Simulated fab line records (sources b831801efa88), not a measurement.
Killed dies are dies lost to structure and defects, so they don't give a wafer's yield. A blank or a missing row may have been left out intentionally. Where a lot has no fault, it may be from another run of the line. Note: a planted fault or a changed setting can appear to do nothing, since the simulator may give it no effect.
A struck lot beside a sound one + flow sky130 + 30 steps out of a route of 708
Sound: these wafers, L635.1, L635.2, L635.5. Wafers L640.2, L640.3, L640.6 were the ones struck. At the end, the cause is stated.
Order at every step that has rows: each side's tool, ch and its chambers, its first start. Under that, the readings that differ: sound wafers + struck wafers + difference of the means + sigmas: that difference in standard deviations of wafers without a fault.
alike: readings whose means differ by less than 2 such deviations, and words and numbers that are the same on both sides. not compared: withheld readings, readings that some wafer has no value for, bounds like >300 that may hide the same value, and numbers for which the record gives no deviation and whose values overlap.
A row with sigmas, a row that says differs or no value, or rows on one side alone: a step with any of these is where the two part. Numbers that don't overlap but have no deviation are shown without sigmas and don't part them. A reading that every wafer of one side lacks parts them only if that side has two wafers or more.

first, 9 steps without rows for these wafers: SKY_SD_P_IMPLANT_09; SKY_SD_P_STRIP_10 (strips in O2/N2); SKY_RES_XHIGH_DEHYDRATE_00 (time 60 s); SKY_RES_XHIGH_HMDS_01 (prime time 60 s); SKY_RES_XHIGH_COAT_02 (resist thk 1140 nm); SKY_RES_XHIGH_SOFTBAKE_03 (time 60 s); SKY_RES_XHIGH_EXPOSE_04 (exposes mask URPM, target cd 1270 nm); SKY_RES_XHIGH_PEB_05; SKY_RES_XHIGH_DEVELOP_06 (develop time 60 s).
SKY_RES_XHIGH_IMPLANT_07:
  sound on implanter-02 ch 0, day 30 13:05; struck on implanter-02 ch 0, day 32 03:38
  alike: end-station-pressure-torr
then, 19 steps without rows for these wafers: SKY_RES_XHIGH_STRIP_08 (strips in O2/N2); SKY_SD_N_DEHYDRATE_00 (time 60 s); SKY_SD_N_HMDS_01 (prime time 60 s); SKY_SD_N_COAT_02 (resist thk 1140 nm); SKY_SD_N_SOFTBAKE_03 (time 60 s); SKY_SD_N_EXPOSE_04 (exposes mask NSDM, target cd 380 nm); SKY_SD_N_PEB_05; SKY_SD_N_DEVELOP_06 (develop time 60 s); SKY_SD_N_IMPLANT_09; SKY_SD_N_IMPLANT_10; SKY_SD_N_STRIP_11 (strips in O2/N2); SKY_SD_N_CLEAN_13 (cleans in SC1/SC2, time 150 s); SKY_SD_N_RTA_14 (time 2 s); SKY_SALICIDE_CLEAN_00 (cleans in HF-last, time 30 s); SKY_LI_CONTACT_HDPCVD_00 (deposits PSG, target thk 930 nm, time 155 s); SKY_LI_CONTACT_CMP_02 (polishes PSG); SKY_LI_CONTACT_DEHYDRATE_04 (time 60 s); SKY_LI_CONTACT_HMDS_05 (prime time 60 s); SKY_LI_CONTACT_COAT_06 (resist thk 60 nm).
-- the record jumps here: 17 days lie between the struck wafers' starts before and after (it left off in module LI_CONTACT and takes up again in module PAD_OPEN, whose first step shown is number 708 of the route) --
SKY_PAD_OPEN_PROBE_99:
  sound: prober-01 at day 48 11:20; struck: prober-02 at day 49 13:31
| reading                                            | sound                | struck               | difference | sigmas |
|----------------------------------------------------|----------------------|----------------------|------------|--------|
| model.etest.res-xhigh-po.rs-ohm-sq-rim-less-centre | -46.19 -47.96 -43.83 | -237.3 -268.7 -261.8 | -209.9     |        |
| model.etest.res-xhigh-po.rs-ohm-sq-range           | 70.07 62.53 74.57    | 243.9 283.9 270.8    | +197.1     |        |
  alike: killed_at_M0_to_M3, killed_at_M4_up, killed-at-contacts, killed-at-front-end, killed-at-other, killed-dies, killed-open, killed-short
  not compared: model.etest.res-xhigh-po.rs-ohm-sq

## WHERE THEY PART
Nowhere in this record.

WHY: the cause the simulator had injected
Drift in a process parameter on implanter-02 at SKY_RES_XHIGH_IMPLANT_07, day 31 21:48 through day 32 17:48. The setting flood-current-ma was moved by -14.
